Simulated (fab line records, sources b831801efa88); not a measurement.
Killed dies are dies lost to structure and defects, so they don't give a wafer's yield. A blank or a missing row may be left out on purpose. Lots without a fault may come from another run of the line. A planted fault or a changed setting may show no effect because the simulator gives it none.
fab line records | flow sky130
record lots=14 wafers=42 last_day=50
route steps=708 shown LI_CONTACT@385 LOCAL_INTERCONNECT@388 CONTACT@408
lots that met no fault: from a run of the same line without faults
start_h: hours from the record's first day to the start of the lot's first wafer shown | wait_h: hours since the lot's step before | " the same as in the row above | L1.1+2: a row that stands for several wafers | - no value, or no start given | * or withheld: withheld | < > ~ a bound
route shown NAME@n: a module of which the file shows steps, and the number in the route of the first | usual: mean/standard deviation of fault-free wafers | same: alike in all rows | chamber/n: place in a boat | sites: the reading at each site | _std_site: their standard deviation | _edge_site: outer sites' mean less inner sites' | radius_mm: how far each site lies from the wafer's centre | mask NAME#n: copy n | behind: the tool/chamber that last shaped the wafer | hold: why the lot was held/for how many hours/how that ended | device: the transistor (n, p or np) that didn't switch | end of line: the same wafers' tests at the end of the route | a step without rows: its recipe alone | killed: dies lost to structure and defects at the first sort, not the wafer's yield | map: a wafer's dies, x killed, . not, _ none there
set.NAME: the setting as run; set.NAME@STEP: as run at that earlier step | model.NAME: the simulator's own value behind a step, which no gauge read
steps of the route over a sample of lots; a table a step, a row a wafer
services: from which hour (start_h, from the record's first day; less than 0 if before it) a tool's chamber was out of use, for how many hours, and why
## steps
# step SKY_LI_CONTACT_THK_MEAS_23
# recipe thk_meas_gauge=xrf reads=W_of_LI_CONTACT_CVD_21
# usual LI_CONTACT_W_THK=407/4.7
# columns lot.wafer tool chamber start_h wait_h LI_CONTACT_W_THK[nm]
L348.2 film_metro-02 - 666.25 0.1 405
L348.5 " - " " 403
L348.6 " - " " 406
L349.2 film_metro-04 - 673.82 0.1 411
L349.4 " - " " 412
L349.6 " - " " 409
L350.1 film_metro-01 - 685.12 0.1 405
L350.2 " - " " 408
L350.3 " - " " 409
L352.1 film_metro-01 - 720.76 0.1 400
L352.4 " - " " 401
L352.6 " - " " 401
L355.2 film_metro-01 - 733.64 0.1 411
L355.5 " - " " 407
L355.6 " - " " 410
L356.1 film_metro-02 - 739.08 0.1 403
L356.2 " - " " 416
L356.5 " - " " 405
L357.2 film_metro-02 - 749.55 0.1 414
L357.3 " - " " 418
L357.5 " - " " 415
L365.1 film_metro-01 - 808.38 0.1 410
L365.3 " - " " 408
L365.6 " - " " 407
L366.3 film_metro-02 - 810.30 0.1 407
L366.5 " - " " 411
L366.6 " - " " 412
L368.1 film_metro-01 - 825.98 0.1 401
L368.2 " - " " 404
L368.4 " - " " 407
L367.1 film_metro-02 - 835.96 0.1 415
L367.4 " - " " 414
L367.5 " - " " 411
L369.1 film_metro-01 - 849.59 0.1 407
L369.4 " - " " 411
L369.5 " - " " 406
L371.1 film_metro-04 - 853.76 0.1 404
L371.4 " - " " 408
L371.5 " - " " 403
L370.2 film_metro-01 - 854.13 0.1 408
L370.5 " - " " 408
L370.6 " - " " 412
# step SKY_LOCAL_INTERCONNECT_RS_MEAS_01
# recipe thk_meas_gauge=four-point-probe reads=TiN_of_LOCAL_INTERCONNECT_SPUTTER_00
# usual LOCAL_INTERCONNECT_TIN_RS=14.08/0.19
# columns lot.wafer tool chamber start_h wait_h LOCAL_INTERCONNECT_TIN_RS[ohm/sq]
L348.2 film_metro-04 - 666.68 0.1 14.02
L348.5 " - " " 14.05
L348.6 " - " " 14.01
L349.2 film_metro-03 - 674.25 0.1 14.31
L349.4 " - " " 14.33
L349.6 " - " " 14.28
L350.1 film_metro-03 - 685.55 0.0 14.22
L350.2 " - " " 14.32
L350.3 " - " " 14.24
L352.1 film_metro-03 - 721.18 0.0 13.95
L352.4 " - " " 13.93
L352.6 " - " " 13.94
L355.2 film_metro-02 - 734.10 0.1 14.42
L355.5 " - " " 14.16
L355.6 " - " " 14.20
L356.1 film_metro-04 - 739.50 0.0 14.25
L356.2 " - " " 14.24
L356.5 " - " " 14.29
L357.2 film_metro-04 - 749.98 0.1 14.53
L357.3 " - " " 14.50
L357.5 " - " " 14.50
L365.1 film_metro-02 - 808.80 0.0 14.30
L365.3 " - " " 13.90
L365.6 " - " " 14.14
L366.3 film_metro-04 - 810.75 0.1 13.72
L366.5 " - " " 13.87
L366.6 " - " " 13.82
L368.1 film_metro-04 - 826.40 0.0 14.17
L368.2 " - " " 14.08
L368.4 " - " " 14.19
L367.1 film_metro-04 - 836.55 0.0 13.91
L367.4 " - " " 13.67
L367.5 " - " " 13.68
L369.1 film_metro-03 - 850.01 0.0 13.64
L369.4 " - " " 13.87
L369.5 " - " " 13.83
L371.1 film_metro-03 - 854.18 0.0 14.36
L371.4 " - " " 14.24
L371.5 " - " " 14.23
L370.2 film_metro-02 - 854.57 0.1 14.00
L370.5 " - " " 14.04
L370.6 " - " " 13.90
# step SKY_CONTACT_HDPCVD_02
# recipe material=SiO2 target_thk_nm=565 sigma_open_frac=0.3 time_s=94.2 temp_c=600 sih4_flow_sccm=60 pressure_mtorr=6
# columns lot.wafer tool chamber start_h wait_h
L348.2+5+6 hdpcvd-02 0,0,1 696.02 0.0
L349.2+4+6 hdpcvd-02 1,0,2 702.77 0.0
L350.1+2+3 hdpcvd-02 2,0,1 714.21 0.1
L352.1+4+6 hdpcvd-01 1,1,2 748.51 0.1
L355.2+5+6 hdpcvd-01 2,1,0 761.80 0.0
L356.1+2+5 hdpcvd-01 0,2,2 768.03 0.1
L357.2+3+5 hdpcvd-02 2,1,1 778.30 0.0
L365.1+3+6 hdpcvd-01 1,2,0 835.75 0.1
L366.3+5+6 hdpcvd-02 1,0,1 838.51 0.0
L368.1+2+4 hdpcvd-02 1,0,1 852.15 0.1
L367.1+4+5 hdpcvd-02 2,1,2 861.09 0.1
L369.1+4+5 hdpcvd-02 0,1,0 877.15 0.1
L371.1+4+5 hdpcvd-02 1,0,1 880.93 0.1
L370.2+5+6 hdpcvd-01 1,0,2 881.60 0.0
# step SKY_CONTACT_THK_MEAS_03
# recipe reads=SiO2_of_CONTACT_HDPCVD_02
# usual CONTACT_HDPCVD_THK=564/5.3
# columns lot.wafer tool chamber start_h wait_h CONTACT_HDPCVD_THK[nm]
L348.2 film_metro-01 - 696.10 0.0 567
L348.5 " - " " 569
L348.6 " - " " 575
L349.2 film_metro-04 - 702.85 0.0 574
L349.4 " - " " 570
L349.6 " - " " 566
L350.1 film_metro-04 - 714.28 0.0 561
L350.2 " - " " 566
L350.3 " - " " 564
L352.1 film_metro-03 - 748.58 0.0 556
L352.4 " - " " 561
L352.6 " - " " 557
L355.2 film_metro-03 - 761.88 0.0 414
L355.5 " - " " 410
L355.6 " - " " 411
L356.1 film_metro-04 - 768.09 0.0 414
L356.2 " - " " 416
L356.5 " - " " 421
L357.2 film_metro-03 - 778.38 0.0 560
L357.3 " - " " 565
L357.5 " - " " 567
L365.1 film_metro-01 - 835.82 0.0 565
L365.3 " - " " 557
L365.6 " - " " 554
L366.3 film_metro-01 - 838.60 0.1 558
L366.5 " - " " 561
L366.6 " - " " 557
L368.1 film_metro-01 - 852.22 0.0 567
L368.2 " - " " 556
L368.4 " - " " 561
L367.1 film_metro-03 - 861.16 0.0 565
L367.4 " - " " 556
L367.5 " - " " 565
L369.1 film_metro-03 - 877.21 0.0 573
L369.4 " - " " 577
L369.5 " - " " 576
L371.1 film_metro-01 - 880.99 0.0 568
L371.4 " - " " 566
L371.5 " - " " 572
L370.2 film_metro-03 - 881.68 0.0 560
L370.5 " - " " 558
L370.6 " - " " 563
# step SKY_CONTACT_CMP_04
# recipe material=SiO2 down_force_psi=4 platen_rpm=60 pad_velocity_m_s=0.94248
# usual motor_current_A=13.0/1 time_to_endpoint_s=83/5.1
# columns lot.wafer tool chamber start_h wait_h motor_current_A time_to_endpoint_s
L348.2 cmp-02 3 696.30 0.2 11.4 93
L348.5 " 0 " " 11.9 85
L348.6 " 1 " " 12.8 89
L349.4 cmp-01 0 702.90 0.0 14.6 92
L349.2 " 3 " " 12.6 90
L349.6 " 1 " " 14.6 91
L350.2 cmp-01 0 714.34 0.0 14.8 89
L350.3 " 1 " " 14.1 91
L350.1 " 3 " " 12.2 86
L352.1 cmp-01 3 748.69 0.1 12.8 79
L352.4 " 0 " " 14.5 86
L352.6 " 3 " " 12.3 81
L355.2 cmp-02 0 761.93 0.0 12.5 26
L355.6 " 0 " " 12.7 23
L355.5 " 1 " " 13.9 28
L356.1 cmp-02 3 768.20 0.1 11.4 30
L356.2 " 0 " " 12.7 25
L356.5 " 3 " " 11.3 33
L357.3 cmp-01 2 778.48 0.1 12.0 74
L357.2 " 0 " " 13.7 77
L357.5 " 2 " " 12.6 76
L365.3 cmp-02 3 835.98 0.1 10.8 88
L365.1 " 0 " " 12.6 82
L365.6 " 1 " " 13.0 80
L366.3 cmp-01 0 838.74 0.1 14.3 78
L366.5 " 2 " " 12.6 76
L366.6 " 3 " " 12.9 76
L368.1 cmp-01 1 852.28 0.1 14.0 83
L368.4 " 2 " " 12.2 81
L368.2 " 0 " " 14.2 79
L367.1 cmp-01 0 861.22 0.1 13.9 79
L367.4 " 3 " " 12.6 74
L367.5 " 0 " " 14.3 77
L369.4 cmp-01 1 877.27 0.0 14.1 95
L369.1 " 2 " " 12.2 87
L369.5 " 1 " " 14.6 95
L371.1 cmp-01 0 881.19 0.2 13.5 91
L371.4 " 1 " " 13.9 89
L371.5 " 0 " " 14.3 89
L370.2 cmp-01 1 881.78 0.1 14.3 88
L370.5 " 0 " " 14.4 80
L370.6 " 1 " " 14.1 86
# step SKY_CONTACT_ETCH_17
# recipe target=SiO2 chemistry=C4F8/O2/Ar stop_on=Si3N4 mask_material=KrF-thick source_w=1500 bias_w=1200 pressure_mtorr=40 c4f8_flow_sccm=withheld O2_flow_sccm=6 Ar_flow_sccm=300 time_s=withheld target_depth_a=3400
# usual bias_w=1200/3.8 oes_product_au=0.892/0.0047
# columns lot.wafer tool chamber start_h wait_h bias_w oes_product_au
L348.2 rie_diel-01 2 723.26 0.0 1200 0.901
L348.5 " 0 " " 1198 0.892
L348.6 " 3 " " 1207 0.890
L349.2 rie_diel-04 0 729.59 0.0 1207 0.893
L349.4 " 1 " " 1201 0.889
L349.6 " 0 " " 1208 0.892
L350.1 rie_diel-01 1 741.70 0.0 1198 0.897
L350.2 " 3 " " 1199 0.893
L350.3 " 2 " " 1202 0.895
L352.1 rie_diel-01 1 776.35 0.0 1197 0.895
L352.4 " 3 " " 1204 0.889
L352.6 " 1 " " 1201 0.898
L355.2 rie_diel-01 0 789.51 0.0 1203 0.889
L355.5 " 1 " " 1197 0.889
L355.6 " 2 " " 1195 0.889
L356.1 rie_diel-01 2 795.16 0.0 1206 0.898
L356.2 " 0 " " 1198 0.887
L356.5 " 1 " " 1195 0.898
L357.2 rie_diel-04 3 805.44 0.0 1202 0.891
L357.3 " 0 " " 1201 0.888
L357.5 " 3 " " 1205 0.885
L365.1 rie_diel-02 2 859.49 0.0 1193 0.885
L365.3 " 1 " " 1193 0.896
L365.6 " 1 " " 1203 0.887
L366.3 rie_diel-04 1 862.75 0.0 1202 0.880
L366.5 " 3 " " 1204 0.893
L366.6 " 0 " " 1193 0.897
L368.1 rie_diel-04 0 879.20 0.0 1198 0.890
L368.2 " 2 " " 1201 0.882
L368.4 " 1 " " 1197 0.887
L367.1 rie_diel-04 1 887.80 0.0 1201 0.887
L367.4 " 2 " " 1197 0.894
L367.5 " 3 " " 1199 0.897
L369.1 rie_diel-02 3 902.50 0.0 1202 0.888
L369.4 " 0 " " 1198 0.891
L369.5 " 0 " " 1200 0.893
L371.1 rie_diel-02 0 906.79 0.0 1201 0.896
L371.4 " 2 " " 1201 0.899
L371.5 " 0 " " 1198 0.894
L370.2 rie_diel-01 1 907.66 0.0 1203 0.889
L370.5 " 2 " " 1189 0.891
L370.6 " 3 " " 1201 0.893
## services
# columns tool chamber start_h hours kind
hdpcvd-01 - 672.32 15.0 pm
hdpcvd-01 - 679.42 2.0 repair
hdpcvd-02 - 688.79 0.7 repair
cmp-01 - 690.29 1.1 repair
cmp-01 - 699.04 2.6 repair
hdpcvd-01 - 711.04 0.5 repair
cmp-02 - 716.53 3.1 repair
cmp-01 - 722.59 0.8 repair
cmp-02 - 723.98 4.2 pm
cmp-01 - 728.36 6.6 pm
cmp-01 - 744.00 4.0 pm
hdpcvd-02 - 779.04 14.6 pm
rie_diel-01 - 794.66 0.3 repair
rie_diel-01 0 804.37 5.6 repair
cmp-01 - 804.65 1.5 repair
cmp-01 - 807.68 1.6 repair
cmp-02 - 818.48 1.7 repair
rie_diel-04 3 820.79 5.2 repair
cmp-01 - 826.36 5.6 pm
rie_diel-01 0 831.12 6.0 repair
rie_diel-04 3 839.37 5.7 repair
hdpcvd-01 - 856.65 2.8 repair
hdpcvd-02 - 868.05 2.8 repair
hdpcvd-02 - 886.11 2.8 pm
## key
first_sign step=SKY_CONTACT_THK_MEAS_03 reading=CONTACT_HDPCVD_THK direction=down sigmas=28 usual=564 struck=414
effect step=SKY_CONTACT_CMP_04 reading=time_to_endpoint_s direction=down sigmas=11 usual=* struck=*
met_at SKY_CONTACT_HDPCVD_02
struck_lots L355,L356
sort_left_out L355.2,L355.5,L355.6,L356.1,L356.2,L356.5
tester_left_out L355,L356
not_acting_at SKY_LI_CONTACT_THK_MEAS_23,SKY_LOCAL_INTERCONNECT_RS_MEAS_01,SKY_CONTACT_ETCH_17
onset_between 748.51 761.80
fault kind=process_parameter_drift tool=hdpcvd-01 chamber=- onset_h=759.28 steps=SKY_CONTACT_HDPCVD_02 channel=target_thk_nm offset=-146.17 shape=step end_h=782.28 acts_in=these_recipes_only stated=565
# tester_left_out: of these lots the tester's yield and bins aren't shown, on N5 and GAA mostly nor the transistor test; their killed dies are dies lost to structure and defects alone, not to doping, threshold or leakage, so they don't give the yield
# sort_left_out: the simulated sort isn't trusted on such a fault, so these wafers' sort isn't shown, and their yield isn't known
